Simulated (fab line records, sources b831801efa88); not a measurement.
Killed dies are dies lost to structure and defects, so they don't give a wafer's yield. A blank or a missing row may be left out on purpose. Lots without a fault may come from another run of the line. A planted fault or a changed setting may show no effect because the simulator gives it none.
A struck lot beside a sound one | flow sfq_line | 14 steps out of a route of 325
Sound: wafers L249.1, L249.2, L249.4. Struck: wafers L242.1, L242.2, L242.6. The cause comes at the end.
At each step with rows: each side's tool, then ch and its chambers, then its first start. Under that, the readings that differ: sound wafers | struck wafers | difference of the means | sigmas: that difference in standard deviations of wafers without a fault.
alike: readings whose means differ by less than 2 such deviations, and words and numbers that are the same on both sides. not compared: withheld readings, readings that some wafer has no value for, bounds like >300 that may hide the same value, and numbers for which the record gives no deviation and whose values overlap.
The two part at a step that has a row with sigmas, a row that says differs or no value, or rows on one side only. Numbers that don't overlap but have no deviation are shown without sigmas and don't part them. A reading that every wafer of one side lacks parts them only if that side has two wafers or more.

SFQ_INCOMING_BOW_MEAS_900:
  sound on film_metro-02, day 4 23:00; struck on film_metro-02, day 3 12:00
  alike: INCOMING_BOW
then, 1 step without rows for these wafers: SFQ_TRILAYER_INCOMING_OXIDATION_002 (target thk 500 nm, ox time 4939 s).
SFQ_TRILAYER_L0_DEP_SPUTTER_003: material MoNx KI, target thk 40 nm, time 100 s.
  sound on pvd_sputter-05, day 5 01:29; struck on pvd_sputter-05, day 3 14:29
  alike: chamber_pressure_pa, throttle_valve_pct
SFQ_L0_RS_MEAS_901: measures by four-point-probe.
  sound on film_metro-02, day 5 01:34; struck on film_metro-01, day 3 14:53
  alike: L0_MONX_KI_RS
SFQ_L0_THK_MEAS_902: measures by xrf.
  sound on film_metro-02, day 5 01:41; struck on film_metro-01, day 3 15:00
  alike: L0_MONX_KI_THK
then, 6 steps without rows for these wafers: SFQ_TRILAYER_L0_LITHO_COAT_010 (resist thk 62 nm); SFQ_TRILAYER_L0_LITHO_COAT_005 (resist thk 600 nm); SFQ_TRILAYER_L0_LITHO_SOFTBAKE_009; SFQ_TRILAYER_L0_LITHO_EXPOSE_006 (exposes mask L0, target cd 2000 nm); SFQ_TRILAYER_L0_LITHO_PEB_008 (peb time 60 s); SFQ_TRILAYER_L0_LITHO_DEVELOP_007 (time 60 s).
SFQ_TRILAYER_L0_BARC_OPEN_METAL_ETCH_010: etches BARC in O2, target depth 125 nm, time 41.7 s.
  sound on rie_metal-04 ch 0,1, day 6 04:29; struck on rie_metal-03 ch 0,1, day 4 21:17
  reading                                             | sound             | struck            | difference | sigmas
  oes_product_au (a.u.)                               | 0.680 0.684 0.683 | 0.654 0.661 0.657 | -0.025     | -5
  run_length_s (s)                                    | 70.3 69.5 69.6    | 74.2 73.8 74.5    | +4.4       | +7
  model.KrF_of_TRILAYER_L0_LITHO_COAT_005.thk_nm (nm) | 523.4 521.5 522   | 514.1 516.7 518.9 | -5.7       |
  alike: drypump_motor_current_A, rf_fwd_power_W
  not compared: rf_hours_counter_h
SFQ_TRILAYER_L0_ETCH_METAL_ETCH_008: etches MoNx KI in SF6/O2, stops on SiO2, target depth 50 nm, time 25 s.
  sound on rie_metal-04 ch 0,1, day 6 04:33; struck on rie_metal-03 ch 0,1, day 4 21:21
  reading                                             | sound             | struck            | difference | sigmas
  model.KrF_of_TRILAYER_L0_LITHO_COAT_005.thk_nm (nm) | 481.8 479.1 479.6 | 471.7 474.5 476.5 | -5.9       |
  alike: drypump_motor_current_A, oes_product_au, rf_fwd_power_W, run_length_s
  not compared: rf_hours_counter_h
SFQ_TRILAYER_L0_STRIP_STRIP_009: strips in O2.
  sound on rie_metal-04 ch 0,1, day 6 04:36; struck on rie_metal-03 ch 0,1, day 4 21:24
  alike: drypump_motor_current_A, oes_product_au
  not compared: rf_hours_counter_h

WHERE THEY PART
Only at SFQ_TRILAYER_L0_BARC_OPEN_METAL_ETCH_010, within this record. Later steps at which nothing parts them and some readings are alike: SFQ_TRILAYER_L0_ETCH_METAL_ETCH_008, SFQ_TRILAYER_L0_STRIP_STRIP_009.

WHY: what the simulator had put in
Process parameter drift: rie_metal-03, from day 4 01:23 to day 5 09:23, at SFQ_TRILAYER_L0_BARC_OPEN_METAL_ETCH_010. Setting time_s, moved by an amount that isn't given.
